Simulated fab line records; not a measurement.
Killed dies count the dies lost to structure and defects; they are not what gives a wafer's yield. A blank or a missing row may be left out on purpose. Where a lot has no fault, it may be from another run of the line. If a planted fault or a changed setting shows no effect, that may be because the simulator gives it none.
Which of the tools did it? :: flow sky130 :: 36 wafers from 12 lots sampled at 5 of the route's 708 steps

## WHAT EACH GAUGE READ, for each wafer
SKY_CAP2M_OVL_MEAS_12. Usual: CAP2M_OVL 0.2 nm, standard deviation 1.3.
lot: L808
measured: day 41 07:12
on: overlay-01
CAP2M_OVL (nm): -1.3 0.8 -1.8
flag: 

lot: L811
measured: day 42 07:08
on: overlay-01
CAP2M_OVL (nm): -1.0 0.5 1.1
flag: 

lot: L812
measured: day 42 09:20
on: overlay-01
CAP2M_OVL (nm): -2.6 -0.8 -0.3
flag: 

lot: L813
measured: day 42 20:29
on: overlay-01
CAP2M_OVL (nm): -0.5 -0.2 1.8
flag: 

lot: L815
measured: day 43 05:50
on: overlay-01
CAP2M_OVL (nm): -1.0 -0.5 0.1
flag: 

lot: L816
measured: day 43 11:52
on: overlay-02
CAP2M_OVL (nm): 0.7 -0.1 -0.2
flag: 

lot: L817
measured: day 43 16:50
on: overlay-01
CAP2M_OVL (nm): -0.9 -1.7 -2.1
flag: 

lot: L818
measured: day 44 02:08
on: overlay-01
CAP2M_OVL (nm): 0.5 0.7 -0.7
flag: 

lot: L819
measured: day 44 06:04
on: overlay-01
CAP2M_OVL (nm): -0.2 -1.7 0.3
flag: 

lot: L820
measured: day 44 12:42
on: overlay-02
CAP2M_OVL (nm): -0.3 -1.0 0.0
flag: 

lot: L829
measured: day 47 01:31
on: overlay-02
CAP2M_OVL (nm): -2.2 0.2 0.3
flag: 

lot: L830
measured: day 47 08:54
on: overlay-01
CAP2M_OVL (nm): -0.9 0.2 -1.3
flag: 

SKY_VIA4_THK_MEAS_01. Usual: VIA4_HDPCVD_THK 1761 nm, standard deviation 16.
lot: L808
measured: day 42 09:09
on: film metro-03
VIA4_HDPCVD_THK (nm): 1782 1768 1777
flag: 

lot: L811
measured: day 43 08:23
on: film metro-03
VIA4_HDPCVD_THK (nm): 1746 1747 1761
flag: 

lot: L812
measured: day 43 10:51
on: film metro-04
VIA4_HDPCVD_THK (nm): 1737 1739 1761
flag: 

lot: L813
measured: day 43 21:10
on: film metro-03
VIA4_HDPCVD_THK (nm): 1731 1756 1749
flag: 

lot: L815
measured: day 44 06:19
on: film metro-04
VIA4_HDPCVD_THK (nm): 1752 1762 1754
flag: 

lot: L816
measured: day 44 13:05
on: film metro-03
VIA4_HDPCVD_THK (nm): 1726 1730 1737
flag: 

lot: L817
measured: day 44 17:12
on: film metro-03
VIA4_HDPCVD_THK (nm): 1755 1748 1773
flag: 

lot: L818
measured: day 45 02:20
on: film metro-03
VIA4_HDPCVD_THK (nm): 1404 1414 1411
flag: OFF

lot: L819
measured: day 45 05:21
on: film metro-01
VIA4_HDPCVD_THK (nm): 1405 1406 1412
flag: OFF

lot: L820
measured: day 45 12:07
on: film metro-04
VIA4_HDPCVD_THK (nm): 1430 1433 1416
flag: OFF

lot: L829
measured: day 47 23:59
on: film metro-03
VIA4_HDPCVD_THK (nm): 1769 1760 1768
flag: 

lot: L830
measured: day 48 07:08
on: film metro-01
VIA4_HDPCVD_THK (nm): 1774 1781 1779
flag: 

## EACH LOT AND THE TOOL THAT RAN IT (in order: tool; ch and the chambers of the sampled wafers; start)
lot: L808
SKY_VIA3_CMP_02: cmp-02 ch 1,2,3, day 39 04:30
SKY_METAL4_SPUTTER_00: pvd sputter-03, day 40 07:00
SKY_VIA4_HDPCVD_00: hdpcvd-02 ch 0,1,2, day 42 09:02

lot: L811
SKY_VIA3_CMP_02: cmp-02 ch 0,2,3, day 40 05:16
SKY_METAL4_SPUTTER_00: pvd sputter-04, day 41 07:17
SKY_VIA4_HDPCVD_00: hdpcvd-01 ch 0,1,2, day 43 08:13

lot: L812
SKY_VIA3_CMP_02: cmp-02 ch 1,2,3, day 40 07:22
SKY_METAL4_SPUTTER_00: pvd sputter-03, day 41 08:59
SKY_VIA4_HDPCVD_00: hdpcvd-02 ch 0,1, day 43 10:40

lot: L813
SKY_VIA3_CMP_02: cmp-01 ch 1,2, day 40 18:35
SKY_METAL4_SPUTTER_00: pvd sputter-04, day 41 20:29
SKY_VIA4_HDPCVD_00: hdpcvd-02 ch 0,1,2, day 43 20:59

lot: L815
SKY_VIA3_CMP_02: cmp-01 ch 2,3, day 41 04:43
SKY_METAL4_SPUTTER_00: pvd sputter-04, day 42 06:26
SKY_VIA4_HDPCVD_00: hdpcvd-01 ch 0,1,2, day 44 06:11

lot: L816
SKY_VIA3_CMP_02: cmp-01 ch 0,1,2, day 41 10:36
SKY_METAL4_SPUTTER_00: pvd sputter-04, day 42 12:41
SKY_VIA4_HDPCVD_00: hdpcvd-01 ch 0,1,2, day 44 12:54

lot: L817
SKY_VIA3_CMP_02: cmp-01 ch 0,2,3, day 41 16:41
SKY_METAL4_SPUTTER_00: pvd sputter-03, day 42 17:44
SKY_VIA4_HDPCVD_00: hdpcvd-01 ch 1,2, day 44 17:00

lot: L818
SKY_VIA3_CMP_02: cmp-02 ch 0,1,2, day 42 01:56
SKY_METAL4_SPUTTER_00: pvd sputter-04, day 43 02:55
SKY_VIA4_HDPCVD_00: hdpcvd-01 ch 1,2, day 45 02:10

lot: L819
SKY_VIA3_CMP_02: cmp-01 ch 0,1, day 42 06:46
SKY_METAL4_SPUTTER_00: pvd sputter-04, day 43 07:47
SKY_VIA4_HDPCVD_00: hdpcvd-01 ch 0,2, day 45 05:10

lot: L820
SKY_VIA3_CMP_02: cmp-01 ch 1,2, day 42 13:10
SKY_METAL4_SPUTTER_00: pvd sputter-03, day 43 14:28
SKY_VIA4_HDPCVD_00: hdpcvd-01 ch 1,2, day 45 11:55

lot: L829
SKY_VIA3_CMP_02: cmp-01 ch 0,2,3, day 45 04:41
SKY_METAL4_SPUTTER_00: pvd sputter-04, day 46 03:49
SKY_VIA4_HDPCVD_00: hdpcvd-02 ch 0,1,2, day 47 23:48

lot: L830
SKY_VIA3_CMP_02: cmp-01 ch 0,2,3, day 45 13:34
SKY_METAL4_SPUTTER_00: pvd sputter-04, day 46 12:29
SKY_VIA4_HDPCVD_00: hdpcvd-02 ch 0,1,2, day 48 06:56
- SKY_VIA3_CMP_02: polishes SiO2.
- SKY_METAL4_SPUTTER_00: material Ti, target thk 15 nm, time 10 s.
- SKY_VIA4_HDPCVD_00: deposits SiO2, target thk 1750 nm, time 291.7 s.

## AS READ BY THE TOOLS THEMSELVES (means over the sampled wafers that have a number; for cases with no such wafer, the mark the record gives instead)
SKY_VIA3_CMP_02. Usual: motor current A 12.3 A, standard deviation 1; platen rpm 60.01 rpm, standard deviation 0.034; slurry filter dp kPa 13.50 kPa, standard deviation 0.13.
lot: L808
tool: cmp-02
motor current A (A): 13.0
platen rpm (rpm): 59.99
slurry filter dp kPa (kPa): 13.44
flag: 

lot: L811
tool: cmp-02
motor current A (A): 12.0
platen rpm (rpm): 60.00
slurry filter dp kPa (kPa): 13.63
flag: 

lot: L812
tool: cmp-02
motor current A (A): 13.0
platen rpm (rpm): 60.01
slurry filter dp kPa (kPa): 13.48
flag: 

lot: L813
tool: cmp-01
motor current A (A): 11.8
platen rpm (rpm): 59.95
slurry filter dp kPa (kPa): 13.43
flag: 

lot: L815
tool: cmp-01
motor current A (A): 11.7
platen rpm (rpm): 59.98
slurry filter dp kPa (kPa): 13.62
flag: 

lot: L816
tool: cmp-01
motor current A (A): 11.9
platen rpm (rpm): 59.98
slurry filter dp kPa (kPa): 13.38
flag: 

lot: L817
tool: cmp-01
motor current A (A): 11.8
platen rpm (rpm): 60.00
slurry filter dp kPa (kPa): 13.54
flag: 

lot: L818
tool: cmp-02
motor current A (A): 12.8
platen rpm (rpm): 60.02
slurry filter dp kPa (kPa): 13.45
flag: 

lot: L819
tool: cmp-01
motor current A (A): 12.2
platen rpm (rpm): 60.00
slurry filter dp kPa (kPa): 13.48
flag: 

lot: L820
tool: cmp-01
motor current A (A): 11.6
platen rpm (rpm): 59.99
slurry filter dp kPa (kPa): 13.46
flag: 

lot: L829
tool: cmp-01
motor current A (A): 12.0
platen rpm (rpm): 60.01
slurry filter dp kPa (kPa): 13.55
flag: 

lot: L830
tool: cmp-01
motor current A (A): 11.6
platen rpm (rpm): 60.03
slurry filter dp kPa (kPa): 13.43
flag: 

SKY_METAL4_SPUTTER_00. Usual: 30.2 % for throttle valve pct, sd 0.72.
lot: L808
tool: pvd sputter-03
throttle valve pct (%): 30.0
flag: 

lot: L811
tool: pvd sputter-04
throttle valve pct (%): 30.5
flag: 

lot: L812
tool: pvd sputter-03
throttle valve pct (%): 30.2
flag: 

lot: L813
tool: pvd sputter-04
throttle valve pct (%): 30.7
flag: 

lot: L815
tool: pvd sputter-04
throttle valve pct (%): 30.4
flag: 

lot: L816
tool: pvd sputter-04
throttle valve pct (%): 30.2
flag: 

lot: L817
tool: pvd sputter-03
throttle valve pct (%): 30.2
flag: 

lot: L818
tool: pvd sputter-04
throttle valve pct (%): 30.5
flag: 

lot: L819
tool: pvd sputter-04
throttle valve pct (%): 29.9
flag: 

lot: L820
tool: pvd sputter-03
throttle valve pct (%): 30.0
flag: 

lot: L829
tool: pvd sputter-04
throttle valve pct (%): 30.5
flag: 

lot: L830
tool: pvd sputter-04
throttle valve pct (%): 30.3
flag: 

SKY_VIA4_HDPCVD_00. Usual: pressure mtorr 6.000 mTorr, standard deviation 0.012; sih4 flow sccm 60.03 sccm, standard deviation 0.18.
lot: L808
tool: hdpcvd-02
pressure mtorr (mTorr): 6.000
sih4 flow sccm (sccm): 59.82
flag: 

lot: L811
tool: hdpcvd-01
pressure mtorr (mTorr): 5.997
sih4 flow sccm (sccm): 60.13
flag: 

lot: L812
tool: hdpcvd-02
pressure mtorr (mTorr): 6.002
sih4 flow sccm (sccm): 60.07
flag: 

lot: L813
tool: hdpcvd-02
pressure mtorr (mTorr): 5.997
sih4 flow sccm (sccm): 60.05
flag: 

lot: L815
tool: hdpcvd-01
pressure mtorr (mTorr): 5.993
sih4 flow sccm (sccm): 60.04
flag: 

lot: L816
tool: hdpcvd-01
pressure mtorr (mTorr): 5.989
sih4 flow sccm (sccm): 60.09
flag: 

lot: L817
tool: hdpcvd-01
pressure mtorr (mTorr): 6.000
sih4 flow sccm (sccm): 59.89
flag: 

lot: L818
tool: hdpcvd-01
pressure mtorr (mTorr): 6.003
sih4 flow sccm (sccm): 48.17
flag: OFF

lot: L819
tool: hdpcvd-01
pressure mtorr (mTorr): 5.999
sih4 flow sccm (sccm): 48.19
flag: OFF

lot: L820
tool: hdpcvd-01
pressure mtorr (mTorr): 5.992
sih4 flow sccm (sccm): 48.05
flag: OFF

lot: L829
tool: hdpcvd-02
pressure mtorr (mTorr): 6.010
sih4 flow sccm (sccm): 60.05
flag: 

lot: L830
tool: hdpcvd-02
pressure mtorr (mTorr): 6.003
sih4 flow sccm (sccm): 59.97
flag: 

## THE ANSWER, worked out from the rows above alone
Rule: a lot is off if the mean of its wafers that have a number lies more than 3 standard deviations from the usual mean. A lot without any number at a reading at which 4 lots or more have one is off too. All remaining lots with rows at the step are treated as sound. First the gauges in route order, then the tools' own readings, where a lot's mean is used as printed above. The first step at which some lot is off is used, and at that step the reading that is off furthest; a lot without a number counts as furthest.
Off: at SKY_VIA4_THK_MEAS_01 (VIA4_HDPCVD_THK), L818, L819, L820.
If a tool, at a process step before that reading, ran all the lots that are off and no sound lot after the first of them, it fits. Not tried: the gauges at SKY_VIA4_THK_MEAS_01; whatever is off there is also off at SKY_VIA4_HDPCVD_00, on other tools, and gauge error can't account for it. One fits: SKY_VIA4_HDPCVD_00 on hdpcvd-01. A fault onset in the window from L817 (day 44 17:00, its last sound lot) to L818 (day 45 02:10, its first lot off) fits.
The tool's own readings at SKY_VIA4_HDPCVD_00 bear it out: on the lots that are off they differ by more than 5 times the standard deviation of the sound lots' means. sih4 flow sccm reads 48.14 sccm there against 60.01 sccm on the sound lots.

## WHAT THE SIMULATOR HAD PUT IN
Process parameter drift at SKY_VIA4_HDPCVD_00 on hdpcvd-01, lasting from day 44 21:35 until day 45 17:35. The setting sih4 flow sccm was moved by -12, starting from 60. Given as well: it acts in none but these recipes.
Struck lots among those shown: L818, L819, L820. Same finding as the rule above.
